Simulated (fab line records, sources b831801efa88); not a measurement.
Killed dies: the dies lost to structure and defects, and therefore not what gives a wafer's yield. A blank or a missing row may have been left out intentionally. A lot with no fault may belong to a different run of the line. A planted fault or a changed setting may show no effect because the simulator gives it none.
A lot that was struck, set against a sound lot || flow sky130 || 18 steps out of a route of 708
Sound: the wafers L876.1, L876.3, L876.4. Struck: wafers L886.2, L886.3, L886.6. The cause is given at the end.
Per side, at each step with rows, come the tool, then ch with its chambers, and then its first start. Under that, the readings that differ: sound wafers || struck wafers || difference of the means || sigmas: that difference in standard deviations of wafers without a fault.
alike: words and numbers the same on both sides, and readings whose means are apart by under 2 such deviations; not compared: readings that were withheld, readings missing a value for some wafer, numbers with overlapping values and no deviation given by the record, and bounds like >300 which may hide the same value.
A row with sigmas, a row that says differs or no value, or rows on one side alone: a step with any of these is where the two part. When numbers do not overlap yet have no deviation, they are printed without sigmas and do not part them. A reading that every wafer of one side lacks parts them only if that side has two wafers or more.

first, 2 steps without rows for these wafers: SKY_METAL2_CLEAN_23 (cleans in O3/DIW); SKY_VIA2_HDPCVD_00 (deposits SiO2, target thk 1180 nm, time 196.7 s).
SKY_VIA2_THK_MEAS_01:
  sound on filmMetro-03 at day 36 20:04; struck on filmMetro-03 at day 39 16:20
{"reading": "VIA2_HDPCVD_THK (nm)", "sound": "1191 1186 1181", "struck": "1166 1165 1166", "difference": -20, "sigmas": -2}
SKY_VIA2_CMP_02: polishes SiO2.
  sound on cmp-01 ch 0,2,3, day 36 20:10; struck on cmp-01 ch 1,2, day 39 16:23
  alike: motorCurrentA
SKY_VIA2_BOW_MEAS_03:
  sound on filmMetro-03 at day 36 20:25; struck on filmMetro-02 at day 39 16:42
  alike: VIA2_BOW
then, 7 steps without rows for these wafers: SKY_VIA2_DEHYDRATE_04 (time 60 s); SKY_VIA2_HMDS_05 (prime time 60 s); SKY_VIA2_COAT_06 (resist thk 60 nm); SKY_VIA2_COAT_07 (resist thk 450 nm); SKY_VIA2_SOFTBAKE_08 (time 90 s); SKY_VIA2_EXPOSE_09 (exposes mask VIM2, target cd 200 nm); SKY_VIA2_PEB_10.
SKY_VIA2_DEVELOP_11: develop time 60 s.
  sound on lithoTrack-02 ch 0, day 37 22:00; struck on lithoTrack-01 ch 0, day 40 16:00
  alike: resistLineTempC
SKY_VIA2_CD_MEAS_12: the cd target is 200 nm.
  sound on cdSem-02 at day 37 22:31; struck on cdSem-02 at day 40 16:51
  alike: cdNm
SKY_VIA2_OVL_MEAS_13:
  sound on overlay-02 at day 37 22:38; struck on overlay-02 at day 40 16:58
  alike: VIA2_OVL
SKY_VIA2_ETCH_14: etches BARC in N2/H2, stops on SiO2, time 45.9 s, target depth 60 nm.
  sound on rieDiel-04 ch 0,1,3, day 37 22:41; struck on rieDiel-01 ch 0,3, day 40 16:59
  alike: drypumpMotorCurrentA, oesProductAu, throttleValvePct
  not compared: rfHoursCounterH, model.VIA2.cdNm
SKY_VIA2_ETCH_15: etches SiO2 in C4F8/O2/Ar, stops on TiN, target depth 546 nm, time 84 s.
  sound on rieDiel-04 ch 0,1,3, day 37 22:43; struck on rieDiel-01 ch 0,3, day 40 17:02
  alike: oesProductAu
  not compared: rfHoursCounterH
then, 1 step without rows for these wafers: SKY_PAD_OPEN_PROBE_99.

## WHERE THEY PART
Within this record, at SKY_VIA2_THK_MEAS_01 only. Later steps at which nothing parts them and some readings are alike: SKY_VIA2_CMP_02, SKY_VIA2_BOW_MEAS_03, SKY_VIA2_DEVELOP_11, SKY_VIA2_CD_MEAS_12, SKY_VIA2_OVL_MEAS_13, SKY_VIA2_ETCH_14, SKY_VIA2_ETCH_15.

WHY: whatever the simulator had introduced
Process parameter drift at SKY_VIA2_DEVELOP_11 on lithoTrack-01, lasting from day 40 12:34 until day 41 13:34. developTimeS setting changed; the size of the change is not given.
